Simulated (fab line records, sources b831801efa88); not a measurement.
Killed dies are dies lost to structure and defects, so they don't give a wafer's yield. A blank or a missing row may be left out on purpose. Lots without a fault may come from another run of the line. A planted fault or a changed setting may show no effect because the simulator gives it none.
fab line records | flow sky130
record lots=24 wafers=72 last_day=50
route steps=708 shown FIELD_ISO@10 VT_ADJUST_LVTN@115 VT_ADJUST_NCORE@126 POLY_CUT@316 LOCAL_INTERCONNECT@387
lots that met no fault: from a run of the same line without faults
start_h: hours from the record's first day to the start of the lot's first wafer shown | wait_h: hours since the lot's step before | " the same as in the row above | L1.1+2: a row that stands for several wafers | - no value, or no start given | * or withheld: withheld | < > ~ a bound
route shown NAME@n: a module of which the file shows steps, and the number in the route of the first | usual: mean/standard deviation of fault-free wafers | same: alike in all rows | chamber/n: place in a boat | sites: the reading at each site | _std_site: their standard deviation | _edge_site: outer sites' mean less inner sites' | radius_mm: how far each site lies from the wafer's centre | mask NAME#n: copy n | behind: the tool/chamber that last shaped the wafer | hold: why the lot was held/for how many hours/how that ended | device: the transistor (n, p or np) that didn't switch | end of line: the same wafers' tests at the end of the route | a step without rows: its recipe alone | killed: dies lost to structure and defects at the first sort, not the wafer's yield | map: a wafer's dies, x killed, . not, _ none there
set.NAME: the setting as run; set.NAME@STEP: as run at that earlier step | model.NAME: the simulator's own value behind a step, which no gauge read
steps of the route over a sample of lots; a table a step, a row a wafer
services: from which hour (start_h, from the record's first day; less than 0 if before it) a tool's chamber was out of use, for how many hours, and why
## steps
# step SKY_FIELD_ISO_SOFTBAKE_09
# recipe temp_c=100 time_s=92.96 resist=KrF-thick
# usual exhaust_pa=45.4/0.89 plate_sensor_t_centre_C=100.88/0.01 plate_sensor_t_edge_C=100.95/0.01 resist_line_temp_C=23.01/0.11
# columns lot.wafer tool chamber start_h wait_h exhaust_pa plate_sensor_t_centre_C plate_sensor_t_edge_C resist_line_temp_C
L074.2 litho_track-03 0 - - 44.6 100.88 100.95 22.77
L074.3 " 0 " " 44.3 100.87 100.97 22.87
L074.4 " 0 " " 44.4 100.88 100.95 22.77
L075.3 litho_track-02 0 - - 46.2 100.87 100.95 23.06
L075.5 " 0 " " 46.5 100.88 100.95 23.19
L075.6 " 0 " " 46.8 100.87 100.95 22.91
L076.3 litho_track-03 0 - - 45.2 100.88 100.95 22.90
L076.4 " 0 " " 45.1 100.90 100.95 22.89
L076.6 " 0 " " 45.9 100.89 100.96 22.85
L077.2 litho_track-01 0 - - 45.9 100.88 100.96 23.08
L077.3 " 0 " " 45.5 100.88 100.94 22.94
L077.6 " 0 " " 45.6 100.89 100.95 23.08
L078.1 litho_track-03 0 - - 45.0 100.89 100.95 23.03
L078.4 " 0 " " 45.3 100.90 100.95 23.00
L078.6 " 0 " " 45.1 100.87 100.96 22.92
L079.1 litho_track-02 0 - - 44.2 100.88 100.96 23.07
L079.2 " 0 " " 44.9 100.87 100.94 23.16
L079.4 " 0 " " 44.6 100.88 100.94 23.02
L080.2 litho_track-01 0 - - 45.3 100.88 100.97 22.96
L080.3 " 0 " " 45.6 100.89 100.94 22.95
L080.4 " 0 " " 46.5 100.90 100.95 22.86
L081.3 litho_track-03 0 - - 45.9 100.89 100.97 23.05
L081.4 " 0 " " 46.6 100.89 100.94 22.83
L081.6 " 0 " " 45.1 100.90 100.96 23.22
L082.2 litho_track-01 0 - - 44.3 100.87 100.95 22.96
L082.4 " 0 " " 45.2 100.89 100.94 23.21
L082.5 " 0 " " 46.1 100.89 100.97 23.07
L083.4 litho_track-03 0 - - 45.1 100.90 100.97 22.86
L083.5 " 0 " " 46.3 100.89 100.94 22.94
L083.6 " 0 " " 46.0 100.89 100.95 22.92
L084.4 litho_track-03 0 - - 45.7 100.88 100.97 23.10
L084.5 " 0 " " 44.0 100.90 100.95 23.13
L084.6 " 0 " " 45.6 100.87 100.96 22.96
L085.1 litho_track-03 0 - - 45.2 100.88 100.96 22.93
L085.2 " 0 " " 44.7 100.87 100.95 23.00
L085.6 " 0 " " 44.6 100.89 100.95 22.97
L086.3 litho_track-01 0 - - 46.0 100.89 100.94 23.02
L086.4 " 0 " " 45.7 100.87 100.94 22.96
L086.5 " 0 " " 46.3 100.87 100.95 22.81
L087.1 litho_track-02 0 - - 44.8 100.88 100.96 23.10
L087.3 " 0 " " 45.0 100.89 100.98 22.88
L087.5 " 0 " " 46.1 100.87 100.96 22.96
L088.2 litho_track-01 0 - - 46.6 100.90 100.95 23.02
L088.3 " 0 " " 44.9 100.88 100.94 23.21
L088.5 " 0 " " 46.2 100.88 100.94 23.27
L089.2 litho_track-02 0 - - 46.1 100.87 100.96 22.94
L089.4 " 0 " " 44.7 100.89 100.94 22.91
L089.6 " 0 " " 44.8 100.88 100.94 22.83
L090.1 litho_track-02 0 - - 46.6 100.86 100.96 23.15
L090.4 " 0 " " 46.4 100.87 100.94 23.06
L090.5 " 0 " " 46.4 100.89 100.96 23.07
L091.2 litho_track-02 0 - - 46.9 100.89 100.95 22.96
L091.5 " 0 " " 45.9 100.88 100.93 23.00
L091.6 " 0 " " 46.4 100.89 100.94 23.04
L092.1 litho_track-03 0 - - 48.2 100.89 100.96 23.12
L092.4 " 0 " " 44.4 100.88 100.95 23.02
L092.6 " 0 " " 45.8 100.87 100.94 22.97
L093.2 litho_track-01 0 - - 43.4 100.89 100.96 23.00
L093.4 " 0 " " 44.0 100.89 100.96 23.13
L093.6 " 0 " " 44.4 100.89 100.96 23.00
L094.3 litho_track-02 0 - - 44.7 100.89 100.97 23.20
L094.4 " 0 " " 45.3 100.88 100.96 23.22
L094.5 " 0 " " 45.1 100.88 100.96 23.09
L095.1 litho_track-02 0 - - 45.9 100.88 100.94 23.02
L095.2 " 0 " " 44.3 100.89 100.96 23.09
L095.3 " 0 " " 45.7 100.90 100.92 22.90
L096.1 litho_track-01 0 - - 42.8 100.88 100.95 23.05
L096.2 " 0 " " 43.2 100.90 100.96 22.97
L096.5 " 0 " " 43.3 100.86 100.96 23.09
L097.1 litho_track-03 0 - - 45.4 100.87 100.95 23.07
L097.3 " 0 " " 45.3 100.88 100.95 22.97
L097.4 " 0 " " 45.3 100.86 100.93 23.13
# step SKY_VT_ADJUST_LVTN_OVL_MEAS_18
# usual VT_ADJUST_LVTN_01_OVL=-0.5/1.6
# columns lot.wafer tool chamber start_h wait_h VT_ADJUST_LVTN_01_OVL[nm]
L074.2 overlay-02 - 158.46 0.1 1.6
L074.3 " - " " 1.3
L074.4 " - " " -0.5
L075.3 overlay-02 - 166.97 0.1 0.0
L075.5 " - " " -0.5
L075.6 " - " " -1.1
L076.3 overlay-02 - 171.82 0.1 -0.1
L076.4 " - " " -0.5
L076.6 " - " " 0.6
L077.2 overlay-01 - 184.71 0.1 0.5
L077.3 " - " " -0.7
L077.6 " - " " -1.7
L078.1 overlay-02 - 192.06 0.1 -1.9
L078.4 " - " " -3.5
L078.6 " - " " -1.1
L079.1 overlay-02 - 201.11 0.1 -0.1
L079.2 " - " " 2.2
L079.4 " - " " 0.3
L080.2 overlay-01 - 206.23 0.1 -0.8
L080.3 " - " " 0.0
L080.4 " - " " 1.6
L081.3 overlay-02 - 212.59 0.1 -2.5
L081.4 " - " " -0.5
L081.6 " - " " -0.1
L082.2 overlay-01 - 220.63 0.1 -1.7
L082.4 " - " " 0.2
L082.5 " - " " 0.4
L083.4 overlay-02 - 224.35 0.1 -0.4
L083.5 " - " " -1.5
L083.6 " - " " 0.6
L084.4 overlay-01 - 232.85 0.1 -2.8
L084.5 " - " " -2.3
L084.6 " - " " -1.6
L085.1 overlay-02 - 235.71 0.1 -0.6
L085.2 " - " " -1.7
L085.6 " - " " -0.9
L086.3 overlay-01 - 243.52 0.1 -0.8
L086.4 " - " " -1.3
L086.5 " - " " -2.5
L087.1 overlay-02 - 250.66 0.1 -0.3
L087.3 " - " " -0.1
L087.5 " - " " 0.3
L088.2 overlay-01 - 258.66 0.1 -0.3
L088.3 " - " " -1.0
L088.5 " - " " -1.1
L089.2 overlay-02 - 260.56 0.1 -0.9
L089.4 " - " " -3.2
L089.6 " - " " -0.9
L090.1 overlay-01 - 271.16 0.1 -0.9
L090.4 " - " " -1.2
L090.5 " - " " -1.5
L091.2 overlay-02 - 279.66 0.1 3.2
L091.5 " - " " 2.7
L091.6 " - " " 2.5
L092.1 overlay-02 - 287.51 0.1 1.5
L092.4 " - " " 2.8
L092.6 " - " " 2.4
L093.2 overlay-01 - 294.73 0.1 0.3
L093.4 " - " " 1.6
L093.6 " - " " 1.5
L094.3 overlay-01 - 296.89 0.1 -3.2
L094.4 " - " " -3.3
L094.5 " - " " -0.9
L095.1 overlay-02 - 301.01 0.1 0.0
L095.2 " - " " -2.5
L095.3 " - " " -0.1
L096.1 overlay-02 - 311.01 0.1 -0.1
L096.2 " - " " 0.9
L096.5 " - " " 1.2
L097.1 overlay-01 - 320.01 0.1 -2.8
L097.3 " - " " -0.9
L097.4 " - " " -2.2
# step SKY_VT_ADJUST_NCORE_CD_MEAS_07
# recipe target_cd_nm=380
# usual cd_nm=379.9/2.9
# columns lot.wafer tool chamber start_h wait_h cd_nm
L074.2 cd_sem-02 - 179.54 0.1 382.1
L074.3 " - " " 381.5
L074.4 " - " " 382.2
L075.3 cd_sem-01 - 188.20 0.1 383.0
L075.5 " - " " 382.0
L075.6 " - " " 381.2
L076.3 cd_sem-01 - 192.65 0.1 376.2
L076.4 " - " " 376.4
L076.6 " - " " 377.1
L077.2 cd_sem-02 - 206.58 0.1 381.2
L077.3 " - " " 381.7
L077.6 " - " " 381.2
L078.1 cd_sem-01 - 213.12 0.1 376.4
L078.4 " - " " 376.7
L078.6 " - " " 378.1
L079.1 cd_sem-02 - 223.21 0.1 377.4
L079.2 " - " " 379.0
L079.4 " - " " 378.0
L080.2 cd_sem-02 - 227.77 0.2 383.8
L080.3 " - " " 384.8
L080.4 " - " " 381.7
L081.3 cd_sem-01 - 234.80 0.1 381.4
L081.4 " - " " 380.6
L081.6 " - " " 380.7
L082.2 cd_sem-01 - 242.88 0.1 377.1
L082.4 " - " " 375.0
L082.5 " - " " 375.8
L083.4 cd_sem-02 - 247.33 0.1 383.3
L083.5 " - " " 380.5
L083.6 " - " " 382.4
L084.4 cd_sem-01 - 257.13 0.1 380.3
L084.5 " - " " 379.6
L084.6 " - " " 379.5
L085.1 cd_sem-01 - 259.71 0.1 374.7
L085.2 " - " " 376.5
L085.6 " - " " 375.2
L086.3 cd_sem-02 - 267.00 0.1 380.1
L086.4 " - " " 379.8
L086.5 " - " " 381.6
L087.1 cd_sem-01 - 275.22 0.1 377.4
L087.3 " - " " 379.2
L087.5 " - " " 375.9
L088.2 cd_sem-02 - 282.24 0.1 378.5
L088.3 " - " " 379.0
L088.5 " - " " 383.5
L089.2 cd_sem-01 - 284.38 0.1 380.8
L089.4 " - " " 381.0
L089.6 " - " " 377.9
L090.1 cd_sem-02 - 294.86 0.1 379.0
L090.4 " - " " 379.0
L090.5 " - " " 379.8
L091.2 cd_sem-02 - 301.93 0.1 378.4
L091.5 " - " " 380.9
L091.6 " - " " 378.1
L092.1 cd_sem-01 - 311.26 0.1 378.8
L092.4 " - " " 380.6
L092.6 " - " " 380.7
L093.2 cd_sem-02 - 320.24 0.1 381.7
L093.4 " - " " 381.5
L093.6 " - " " 381.0
L094.3 cd_sem-02 - 322.35 0.1 375.5
L094.4 " - " " 376.8
L094.5 " - " " 376.2
L095.1 cd_sem-02 - 327.52 0.1 381.0
L095.2 " - " " 379.8
L095.3 " - " " 380.4
L096.1 cd_sem-01 - 337.02 0.2 383.3
L096.2 " - " " 382.0
L096.5 " - " " 383.8
L097.1 cd_sem-01 - 345.87 0.1 385.4
L097.3 " - " " 386.2
L097.4 " - " " 386.9
# step SKY_POLY_CUT_OVL_MEAS_09
# usual POLY_CUT_OVL=7/6.8
# columns lot.wafer tool chamber start_h wait_h POLY_CUT_OVL[nm]
L074.2 overlay-01 - 552.29 0.1 15
L074.3 " - " " 24
L074.4 " - " " 7
L075.3 overlay-01 - 554.90 0.1 8
L075.5 " - " " 6
L075.6 " - " " 17
L076.3 overlay-01 - 562.16 0.1 -4
L076.4 " - " " 1
L076.6 " - " " 17
L079.1 overlay-01 - 611.84 0.1 5
L079.2 " - " " 17
L079.4 " - " " 16
L077.2 overlay-02 - 614.33 0.1 -2
L077.3 " - " " -1
L077.6 " - " " -3
L078.1 overlay-02 - 615.65 0.1 16
L078.4 " - " " 5
L078.6 " - " " 6
L081.3 overlay-02 - 617.95 0.1 4
L081.4 " - " " 10
L081.6 " - " " 13
L080.2 overlay-01 - 619.28 0.1 3
L080.3 " - " " 1
L080.4 " - " " 10
L082.2 overlay-02 - 628.03 0.1 2
L082.4 " - " " 1
L082.5 " - " " 9
L083.4 overlay-01 - 664.40 0.1 5
L083.5 " - " " 5
L083.6 " - " " 4
L084.4 overlay-01 - 665.10 0.1 1
L084.5 " - " " 3
L084.6 " - " " -2
L086.3 overlay-02 - 666.84 0.1 -7
L086.4 " - " " -2
L086.5 " - " " -11
L085.1 overlay-02 - 668.88 0.1 6
L085.2 " - " " -1
L085.6 " - " " -2
L087.1 overlay-02 - 670.20 0.1 2
L087.3 " - " " 1
L087.5 " - " " 7
L089.2 overlay-02 - 675.60 0.1 13
L089.4 " - " " 17
L089.6 " - " " 15
L088.2 overlay-02 - 676.34 0.1 4
L088.3 " - " " 1
L088.5 " - " " -1
L090.1 overlay-02 - 689.19 0.1 6
L090.4 " - " " 10
L090.5 " - " " 11
L091.2 overlay-02 - 692.34 0.1 -2
L091.5 " - " " -7
L091.6 " - " " 6
L092.1 overlay-01 - 703.03 0.1 5
L092.4 " - " " 1
L092.6 " - " " 4
L094.3 overlay-01 - 714.51 0.1 -7
L094.4 " - " " 9
L094.5 " - " " -1
L093.2 overlay-02 - 718.54 0.1 16
L093.4 " - " " 11
L093.6 " - " " 12
L095.1 overlay-01 - 720.28 0.1 11
L095.2 " - " " 21
L095.3 " - " " 4
L096.1 overlay-02 - 736.18 0.1 -4
L096.2 " - " " 10
L096.5 " - " " -4
L097.1 overlay-02 - 736.35 0.1 10
L097.3 " - " " 18
L097.4 " - " " 11
# step SKY_LOCAL_INTERCONNECT_SPUTTER_00
# recipe material=TiN target_thk_nm=100 temp_c=300 power_w=6500 time_s=83.3 chamber_pressure_pa=0.4
# usual throttle_valve_pct=30.0/1.1
# columns lot.wafer tool chamber start_h wait_h throttle_valve_pct
L074.2 pvd_sputter-03 - 672.60 0.1 29.3
L074.3 " - " " 29.1
L074.4 " - " " 30.9
L075.3 pvd_sputter-03 - 676.28 0.2 28.8
L075.5 " - " " 31.0
L075.6 " - " " 29.0
L076.3 pvd_sputter-03 - 680.53 0.1 29.0
L076.4 " - " " 28.4
L076.6 " - " " 31.1
L079.1 pvd_sputter-03 - 730.66 0.1 29.6
L079.2 " - " " 29.3
L079.4 " - " " 28.3
L077.2 pvd_sputter-02 - 733.33 0.2 30.8
L077.3 " - " " 31.9
L077.6 " - " " 29.4
L078.1 pvd_sputter-03 - 733.98 0.2 29.5
L078.4 " - " " 31.0
L078.6 " - " " 30.8
L081.3 pvd_sputter-03 - 735.24 0.1 29.4
L081.4 " - " " 28.8
L081.6 " - " " 28.3
L080.2 pvd_sputter-04 - 736.65 0.2 29.6
L080.3 " - " " 31.5
L080.4 " - " " 29.1
L082.2 pvd_sputter-02 - 743.84 0.2 30.8
L082.4 " - " " 29.3
L082.5 " - " " 29.9
L083.4 pvd_sputter-03 - 776.69 0.1 28.2
L083.5 " - " " 28.4
L083.6 " - " " 29.4
L084.4 pvd_sputter-02 - 778.09 0.2 30.9
L084.5 " - " " 31.9
L084.6 " - " " 30.8
L086.3 pvd_sputter-03 - 780.44 0.2 29.5
L086.4 " - " " 30.7
L086.5 " - " " 29.6
L085.1 pvd_sputter-02 - 782.40 0.2 29.4
L085.2 " - " " 30.9
L085.6 " - " " 30.6
L087.1 pvd_sputter-04 - 783.24 0.2 29.4
L087.3 " - " " 29.9
L087.5 " - " " 29.7
L089.2 pvd_sputter-02 - 789.91 0.1 32.1
L089.4 " - " " 30.6
L089.6 " - " " 31.8
L088.2 pvd_sputter-04 - 790.54 0.1 29.8
L088.3 " - " " 30.0
L088.5 " - " " 31.7
L090.1 pvd_sputter-03 - 800.25 0.1 29.3
L090.4 " - " " 28.4
L090.5 " - " " 30.8
L091.2 pvd_sputter-03 - 804.65 0.1 29.6
L091.5 " - " " 29.0
L091.6 " - " " 31.1
L092.1 pvd_sputter-03 - 813.60 0.1 28.4
L092.4 " - " " 31.0
L092.6 " - " " 29.5
L094.3 pvd_sputter-03 - 825.89 0.1 29.3
L094.4 " - " " 30.9
L094.5 " - " " 28.4
L093.2 pvd_sputter-02 - 829.59 0.1 29.6
L093.4 " - " " 30.6
L093.6 " - " " 32.0
L095.1 pvd_sputter-02 - 830.88 0.2 29.6
L095.2 " - " " 31.8
L095.3 " - " " 30.8
L096.1 pvd_sputter-04 - 846.20 0.2 29.6
L096.2 " - " " 31.6
L096.5 " - " " 30.1
L097.1 pvd_sputter-02 - 846.96 0.1 29.5
L097.3 " - " " 30.7
L097.4 " - " " 31.9
# step SKY_LOCAL_INTERCONNECT_METAL_ETCH_14
# recipe target_depth_nm=110 stop_on=PSG chemistry=Cl2/BCl3 target=TiN resist_sidewall_deg=88 pressure_mtorr=10 icp_w=900 bias_w=48.5 Cl2_flow_sccm=60 bcl3_flow_sccm=30 time_s=31.4
# usual drypump_motor_current_A=5.6/0.34 oes_product_au=0.943/0.0074 throttle_valve_pct=21.901/0.0096
# columns lot.wafer tool chamber start_h wait_h drypump_motor_current_A oes_product_au rf_hours_counter_h throttle_valve_pct
L074.2 rie_metal-03 0 701.95 0.0 6.0 0.957 13 21.884
L074.3 " 1 " " 5.8 0.944 - 21.899
L074.4 " 0 " " 6.0 0.950 - 21.908
L075.3 rie_metal-03 1 705.00 0.0 5.8 0.943 - 21.898
L075.5 " 1 " " 5.8 0.959 - 21.908
L075.6 " 0 " " 6.0 0.938 - 21.893
L076.3 rie_metal-03 1 714.90 0.0 5.7 0.941 - 21.906
L076.4 " 0 " " 6.0 0.948 - 21.895
L076.6 " 1 " " 5.8 0.950 - 21.914
L079.1 rie_metal-03 1 757.38 0.0 5.7 0.936 4 21.916
L079.2 " 0 " " 6.0 0.930 14 21.919
L079.4 " 0 " " 6.0 0.931 - 21.907
L077.2 rie_metal-02 1 761.05 0.0 5.1 0.930 13 21.917
L077.3 " 0 " " 5.8 0.947 - 21.900
L077.6 " 0 " " 5.8 0.940 - 21.885
L078.1 rie_metal-01 1 761.63 0.0 5.2 0.929 5 21.910
L078.4 " 1 " " 5.2 0.955 - 21.880
L078.6 " 1 " " 5.2 0.945 - 21.890
L081.3 rie_metal-03 0 762.00 0.0 6.0 0.941 - 21.893
L081.4 " 1 " " 5.7 0.951 - 21.895
L081.6 " 1 " " 5.7 0.938 - 21.903
L080.2 rie_metal-02 1 763.88 0.0 5.0 0.950 13 21.903
L080.3 " 0 " " 5.8 0.949 - 21.911
L080.4 " 1 " " 5.1 0.946 - 21.916
L082.2 rie_metal-01 0 771.10 0.0 5.8 0.951 1 21.896
L082.4 " 1 " " 5.2 0.943 - 21.903
L082.5 " 1 " " 5.2 0.941 - 21.905
L083.4 rie_metal-03 1 804.44 0.0 5.7 0.939 - 21.901
L083.5 " 1 " " 5.7 0.939 - 21.906
L083.6 " 0 " " 6.0 0.939 - 21.917
L084.4 rie_metal-01 1 805.51 0.1 5.2 0.926 - 21.913
L084.5 " 1 " " 5.2 0.943 - 21.897
L084.6 " 1 " " 5.2 0.931 - 21.921
L086.3 rie_metal-02 1 807.94 0.0 5.1 0.943 - 21.925
L086.4 " 0 " " 5.8 0.942 - 21.898
L086.5 " 0 " " 5.8 0.946 - 21.901
L085.1 rie_metal-03 1 810.08 0.0 5.7 0.933 6 21.905
L085.2 " 0 " " 6.0 0.953 0 21.908
L085.6 " 1 " " 5.7 0.933 - 21.910
L087.1 rie_metal-01 1 810.49 0.1 5.2 0.952 7 21.906
L087.3 " 1 " " 5.2 0.946 - 21.903
L087.5 " 1 " " 5.2 0.945 - 21.909
L089.2 rie_metal-03 0 816.93 0.0 6.0 0.951 0 21.898
L089.4 " 1 " " 5.7 0.940 - 21.894
L089.6 " 0 " " 6.0 0.946 - 21.900
L088.2 rie_metal-02 0 817.60 0.0 5.8 0.935 12 21.914
L088.3 " 0 " " 5.8 0.938 - 21.899
L088.5 " 1 " " 5.1 0.942 - 21.892
L090.1 rie_metal-02 1 827.58 0.0 5.1 0.944 16 21.908
L090.4 " 1 " " 5.1 0.952 - 21.899
L090.5 " 0 " " 5.8 0.937 - 21.904
L091.2 rie_metal-01 1 831.54 0.0 5.2 0.944 8 21.902
L091.5 " 0 " " 5.8 0.941 - 21.906
L091.6 " 1 " " 5.2 0.933 - 21.906
L092.1 rie_metal-01 1 840.83 0.0 5.2 0.952 8 21.896
L092.4 " 1 " " 5.2 0.938 - 21.899
L092.6 " 0 " " 5.8 0.946 - 21.909
L094.3 rie_metal-02 0 852.36 0.0 5.8 0.928 - 21.907
L094.4 " 1 " " 5.1 0.930 - 21.922
L094.5 " 1 " " 5.1 0.948 - 21.872
L093.2 rie_metal-01 1 856.53 0.0 5.2 0.954 9 21.909
L093.4 " 0 " " 5.8 0.952 - 21.890
L093.6 " 0 " " 5.9 0.941 - 21.901
L095.1 rie_metal-03 1 858.18 0.0 5.8 0.946 9 21.893
L095.2 " 0 " " 6.0 0.937 2 21.900
L095.3 " 1 " " 5.7 0.950 - 21.902
L096.1 rie_metal-02 0 873.15 0.0 5.8 0.942 14 21.896
L096.2 " 1 " " 5.1 0.944 18 21.895
L096.5 " 0 " " 5.8 0.933 - 21.913
L097.1 rie_metal-02 1 873.99 0.0 5.1 0.946 18 21.897
L097.3 " 0 " " 5.8 0.960 - 21.880
L097.4 " 1 " " 5.1 0.944 - 21.900
## services
# columns tool chamber start_h hours kind
pvd_sputter-03 - -2.19 3.0 repair
rie_metal-02 - 23.04 1.4 pm
pvd_sputter-02 - 34.77 1.7 repair
pvd_sputter-03 - 40.40 9.4 repair
rie_metal-03 1 81.03 16.5 repair
rie_metal-03 0 110.09 8.5 repair
rie_metal-02 0 121.80 3.4 repair
rie_metal-03 - 122.05 0.5 repair
rie_metal-03 - 134.97 0.3 repair
rie_metal-03 - 145.50 1.4 pm
pvd_sputter-02 - 192.06 3.7 repair
rie_metal-03 - 205.60 2.8 pm
pvd_sputter-02 - 297.25 8.8 repair
pvd_sputter-03 - 367.52 9.0 repair
pvd_sputter-02 - 386.47 2.2 repair
rie_metal-02 1 471.70 1.1 repair
pvd_sputter-02 - 501.53 12.5 repair
rie_metal-03 - 524.54 1.2 repair
pvd_sputter-02 - 524.66 11.9 repair
rie_metal-02 1 618.21 17.8 repair
pvd_sputter-02 - 653.30 3.5 repair
rie_metal-03 - 709.29 4.3 pm
pvd_sputter-03 - 789.07 8.0 repair
rie_metal-03 0 867.42 2.0 repair
## key
fault none
